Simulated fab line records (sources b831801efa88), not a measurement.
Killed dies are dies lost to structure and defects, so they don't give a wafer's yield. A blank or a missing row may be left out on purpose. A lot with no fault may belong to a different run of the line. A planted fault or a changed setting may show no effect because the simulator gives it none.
Check for tools in common | flow gf180mcu | Lots sampled 14, wafers sampled 42

THE REASON FOR OPENING IT
At GF_NWELL_OVL_MEAS_07 the reading NWELL_OVL is flagged on 2 of 14 lots. No-fault wafers: -0.9 nm, standard deviation 1.2.
Rule: a lot gets a flag if all its wafers with a number sit over 4 standard deviations from that mean, or if no wafer of it has a number. The rest of the lots are taken to be sound.

lot  | measured    | on         | NWELL_OVL (nm), wafer by wafer | flag
L760 | day 3 08:32 | overlay-01 | 0.7 -1.7 -0.3                  |
L761 | day 3 12:35 | overlay-01 | -1.9 -0.5 -1.0                 |
L762 | day 3 20:22 | overlay-02 | -1.6 -1.9 -1.8                 |
L763 | day 4 02:05 | overlay-02 | -0.6 -0.8 0.1                  |
L764 | day 4 10:21 | overlay-01 | -1.5 -3.0 -3.8                 |
L765 | day 4 10:59 | overlay-02 | 0.7 -0.3 0.4                   |
L766 | day 4 16:01 | overlay-01 | -2.6 -2.1 -2.1                 |
L767 | day 4 21:22 | overlay-02 | 1.6 -0.1 2.8                   |
L768 | day 5 03:30 | overlay-02 | 54.2 54.0 53.5                 | FLAGGED
L772 | day 6 02:26 | overlay-02 | 52.2 52.0 53.3                 | FLAGGED
L776 | day 7 00:30 | overlay-01 | -0.7 -0.5 -0.5                 |
L777 | day 7 05:14 | overlay-01 | -1.9 -0.9 -1.1                 |
L779 | day 7 16:57 | overlay-02 | -1.7 -1.1 -2.4                 |
L781 | day 8 03:30 | overlay-02 | 0.2 0.2 1.8                    |
The numbers of the flagged lots are 53.2 nm on average: +54.1 nm against the usual, or +45 standard deviations.

WHICH TOOL EACH LOT WENT THROUGH
The record keeps 1 process step preceding the reading, out of 602 steps on the route. Each cell gives the tool, then ch followed by the chambers the sampled wafers passed through, then the start.
lot  | flag    | GF_NWELL_EXPOSE_04
L760 |         | iline_stepper-01 ch 0, day 3 02:10
L761 |         | iline_stepper-02 ch 0, day 3 06:22
L762 |         | iline_stepper-02 ch 0, day 3 14:03
L763 |         | iline_stepper-02 ch 0, day 3 19:16
L764 |         | iline_stepper-01 ch 0, day 4 03:11
L765 |         | iline_stepper-01 ch 0, day 4 04:35
L766 |         | iline_stepper-02 ch 0, day 4 08:37
L767 |         | iline_stepper-02 ch 0, day 4 14:06
L768 | FLAGGED | iline_stepper-01 ch 0, day 4 20:38
L772 | FLAGGED | iline_stepper-01 ch 0, day 5 18:17
L776 |         | iline_stepper-02 ch 0, day 6 16:50
L777 |         | iline_stepper-02 ch 0, day 6 21:35
L779 |         | iline_stepper-02 ch 0, day 7 07:53
L781 |         | iline_stepper-02 ch 0, day 7 19:15
What the steps here do:
- GF_NWELL_EXPOSE_04: exposes mask Nwell, target cd 860 nm.
- GF_NWELL_OVL_MEAS_07

FLAGGED AGAINST TOTAL, ONE TOOL AT A TIME (gauges that did the reading follow at the end)
step                 | tool             | lots run | flagged | share of the flagged lots | sound lots run after its first flagged lot
GF_NWELL_EXPOSE_04   | iline_stepper-01 | 5        | 2       | all                       | 0
GF_NWELL_EXPOSE_04   | iline_stepper-02 | 9        | 0       | none                      | -
GF_NWELL_OVL_MEAS_07 | overlay-01       | 6        | 0       | none                      | -
GF_NWELL_OVL_MEAS_07 | overlay-02       | 8        | 2       | all                       | 2 (L779,L781)

WHAT THE TABLE PERMITS
Rows of the table that ran all the flagged lots, 2 in number: iline_stepper-01 at GF_NWELL_EXPOSE_04; overlay-02 at GF_NWELL_OVL_MEAS_07.
- iline_stepper-01 at GF_NWELL_EXPOSE_04 ran 5 lots, 2 of them flagged. A fault beginning between L765 (day 4 04:35), its last sound lot, and L768 (day 4 20:38), its first flagged one, fits the data.
- overlay-02 at GF_NWELL_OVL_MEAS_07 ran 8 lots, 2 of them flagged. After the first flagged lot (L779, L781), sound lots still ran on it; a lasting fault on the whole tool would not permit that.
iline_stepper-01 at GF_NWELL_EXPOSE_04 is the single tool remaining.

WHAT HAD BEEN PUT IN BY THE SIMULATOR
Scanner matching overlay: iline_stepper-01, from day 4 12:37 on, at GF_NWELL_EXPOSE_04. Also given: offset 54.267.
Lots struck among those shown: L768, L772. The rule above reached the same finding.
